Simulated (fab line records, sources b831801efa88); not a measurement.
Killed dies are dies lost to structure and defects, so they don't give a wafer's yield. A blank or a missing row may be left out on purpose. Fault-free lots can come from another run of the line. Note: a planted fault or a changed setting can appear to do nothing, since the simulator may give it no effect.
Which tool is to blame?	flow gf180mcu	12 lots, 36 wafers sampled, at 3 steps of a route of 602

WHAT THE GAUGES READ, wafer by wafer
GF_PSD_RS_MEAS_14: a four-point-probe measurement.
lot	measured	on	NSD_RS (ohm/sq)
L133	day 14 02:32	film metro-02	46.22 46.19 46.19
L136	day 15 04:15	film metro-03	46.19 46.26 46.35
L137	day 15 11:49	film metro-03	46.20 46.10 46.10
L139	day 16 07:56	film metro-02	40.79 40.94 40.95
L145	day 18 19:04	film metro-02	40.73 40.77 40.70
L146	day 19 02:53	film metro-02	40.97 40.94 40.85
L150	day 20 04:45	film metro-03	46.12 46.07 46.21
L151	day 20 16:46	film metro-03	46.11 46.27 46.18
L152	day 20 19:11	film metro-02	46.20 46.19 46.20
L153	day 21 13:35	film metro-02	46.21 46.08 46.10
L155	day 21 20:36	film metro-02	46.05 46.21 46.18
L156	day 22 06:42	film metro-04	46.22 46.18 46.29

EACH LOT AND THE TOOL THAT RAN IT (in order: tool; ch and the chambers of the sampled wafers; start)
lot	GF_NSD_IMPLANT_10	GF_NSD_STRIP_11
L133	implanter-03 ch 0, day 13 06:17	plasma asher-01 ch 0,1, day 13 06:26
L136	implanter-04 ch 0, day 14 06:38	plasma asher-04 ch 0,1, day 14 06:47
L137	implanter-03 ch 0, day 14 13:53	plasma asher-01 ch 0,1, day 14 14:02
L139	implanter-01 ch 0, day 15 09:26	plasma asher-01 ch 0,1, day 15 09:55
L145	implanter-04 ch 0, day 17 19:05	plasma asher-01 ch 0,1, day 17 19:32
L146	implanter-03 ch 0, day 18 02:44	plasma asher-03 ch 0,1, day 18 03:12
L150	implanter-03 ch 0, day 19 03:34	plasma asher-04 ch 0,1, day 19 03:41
L151	implanter-01 ch 0, day 19 16:10	plasma asher-01 ch 0,1, day 19 16:17
L152	implanter-04 ch 0, day 19 18:50	plasma asher-03 ch 0,1, day 19 18:59
L153	implanter-03 ch 0, day 20 13:08	plasma asher-01 ch 0,1, day 20 13:17
L155	implanter-04 ch 0, day 20 20:10	plasma asher-01 ch 1, day 20 20:17
L156	implanter-01 ch 0, day 21 06:22	plasma asher-01 ch 0, day 21 06:29
- GF_NSD_IMPLANT_10
- GF_NSD_STRIP_11: strips in O2/N2.

AS READ BY THE TOOLS THEMSELVES (means over the sampled wafers that have a number; for cases with no such wafer, the mark the record gives instead)
GF_NSD_IMPLANT_10.
lot	tool	dose ions cm2
L133	implanter-03	5e+14
L136	implanter-04	5e+14
L137	implanter-03	5e+14
L139	implanter-01	5e+14
L145	implanter-04	5e+14
L146	implanter-03	5e+14
L150	implanter-03	5e+14
L151	implanter-01	5e+14
L152	implanter-04	5e+14
L153	implanter-03	5e+14
L155	implanter-04	5e+14
L156	implanter-01	5e+14

GF_NSD_STRIP_11.
lot	tool	drypump motor current A (A)	heater power w (W)	oes product au (a.u.)	strip time to endpoint s (s)
L133	plasma asher-01	5.8	327	0.484	23.05
L136	plasma asher-04	5.6	309	0.484	23.00
L137	plasma asher-01	5.7	308	0.489	22.97
L139	plasma asher-01	5.8	327	0.483	23.46
L145	plasma asher-01	5.7	310	0.483	23.54
L146	plasma asher-03	5.6	360	0.480	23.42
L150	plasma asher-04	5.6	307	0.488	22.94
L151	plasma asher-01	5.7	327	0.484	23.02
L152	plasma asher-03	5.8	343	0.490	22.90
L153	plasma asher-01	5.8	345	0.486	22.90
L155	plasma asher-01	5.6	319	0.486	22.88
L156	plasma asher-01	5.9	361	0.491	22.96

THE ANSWER, worked out from the rows above alone
Rule: what is usual is taken from the lots themselves. The widest of any qualifying gaps counts: lots, ordered by their means at a reading, are off when they make up no more than a third of the lots, leave a main group of 4 or more, and stand apart from it by 3 or more times the standard deviation of that group's means. The tables above print the reading to a certain number of digits; a main group whose means all agree to those digits is not used. A lot without any number at a reading at which 4 lots or more have one is off too. The other lots that the step has rows for count as sound. Order of review: gauges by route order, followed by the tools' own readings, for which a lot's mean as printed above is used. At the first step where some lot is off, the reading lying furthest off is the one used; lots without a number count as furthest.
Off: at GF_PSD_RS_MEAS_14 (NSD_RS), L139, L145, L146. Mean 46.18 ohm/sq and standard deviation 0.046 in the main group.
If a tool, at a process step before that reading, ran all the lots that are off and no sound lot after the first of them, it fits. Not tried: the gauges at GF_PSD_RS_MEAS_14; whatever is off there is also off at GF_NSD_STRIP_11, on other tools, and gauge error can't account for it. No candidate that was tried fits.

WHAT THE SIMULATOR PUT IN
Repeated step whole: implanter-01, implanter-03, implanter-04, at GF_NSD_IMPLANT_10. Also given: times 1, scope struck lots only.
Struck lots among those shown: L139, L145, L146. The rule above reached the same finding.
